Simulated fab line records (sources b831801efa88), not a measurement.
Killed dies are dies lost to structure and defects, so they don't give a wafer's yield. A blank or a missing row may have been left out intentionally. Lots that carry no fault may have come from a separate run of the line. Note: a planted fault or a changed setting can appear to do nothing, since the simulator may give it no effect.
Code-filled problem report in 8D (eight disciplines) form ; flow gf180mcu ; the parts of the form that need people (team, actions taken, sign-off) are left out

1. WHAT WENT WRONG
Mean of developer_temp_C at GF_NWELL_DEVELOP_06: 22.09 C across 6 wafers in 2 lots; on wafers with no fault it is 23.01 C (standard deviation 0.12). Measured from the usual mean, that is -7.7 standard deviations.
The step: develop time 60 s.
First observed at day 7 09:00: wafer L766.2, on litho_track-03. The record has a number at this step for 42 wafers belonging to 14 lots. The rule behind "out" and "out of limits": a value lying over 4 standard deviations away from the usual mean. The other wafers with a number count as sound.

2. WHAT IT IS; WHAT IT IS NOT
question;is;is not
which readings at this step;developer_temp_C;exhaust_pa
which lots;L766, L768;L748, L749, L750, L752, L753, L754, L755, L756, L759, L763, L765, L771
which wafers of those lots;all that have a number;-
read on which tools;litho_track-03;litho_track-01, litho_track-02
when;from day 7 09:00;"up to then (33 sound wafers); but 3 sound wafers of L771 came after"

3. WHAT RULES OUT EACH SUSPECT
Counting: a tool at any process step up to the reading remains a suspect when it ran all the lots that are out and ran no sound lot after the first of those.
- litho_track-03 at GF_NWELL_DEVELOP_06 (develop time 60 s): kept. Every lot that is out went through it, starting with L766 (day 7 09:00), and after that it ran no sound lot; the last sound lot it ran before then is L759 (day 5 17:00). Its own readings are out on those wafers: developer_temp_C.
After counting, what remains is litho_track-03 at GF_NWELL_DEVELOP_06.

4. THE CAUSE (what the simulator had put in)
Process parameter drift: litho_track-03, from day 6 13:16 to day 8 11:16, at GF_NWELL_DEVELOP_06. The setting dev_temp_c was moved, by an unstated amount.
After counting, this tool was the only one left.

5. THE CHAIN OF EFFECTS, in route order
Each row: a reading whose mean over the struck wafers that have a number lies more than 3 standard deviations from the usual. Scope: only readings with a usual standard deviation given in the record; hours: median across lots of the time from each lot's start at the first step in this table that gives one to its start at this step; sigmas: change in usual standard deviations.
hours;step;reading;usual;on struck wafers;change;sigmas
0;GF_NWELL_DEVELOP_06;developer_temp_C;23.01 C;22.09;-0.92;-7.7
Here are the process steps it includes:
- GF_NWELL_DEVELOP_06: develop time 60 s.
At these later measuring or inspecting steps, every struck wafer for which the step has a row has a number for every such reading, and none has moved that far: GF_MVPSD_TW_MEAS_11.

6. WHAT WOULD HAVE CAUGHT IT SOONER
20 hours passed between the start of the fault at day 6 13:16 and the first reading out of limits in this record, taken at day 7 09:00.
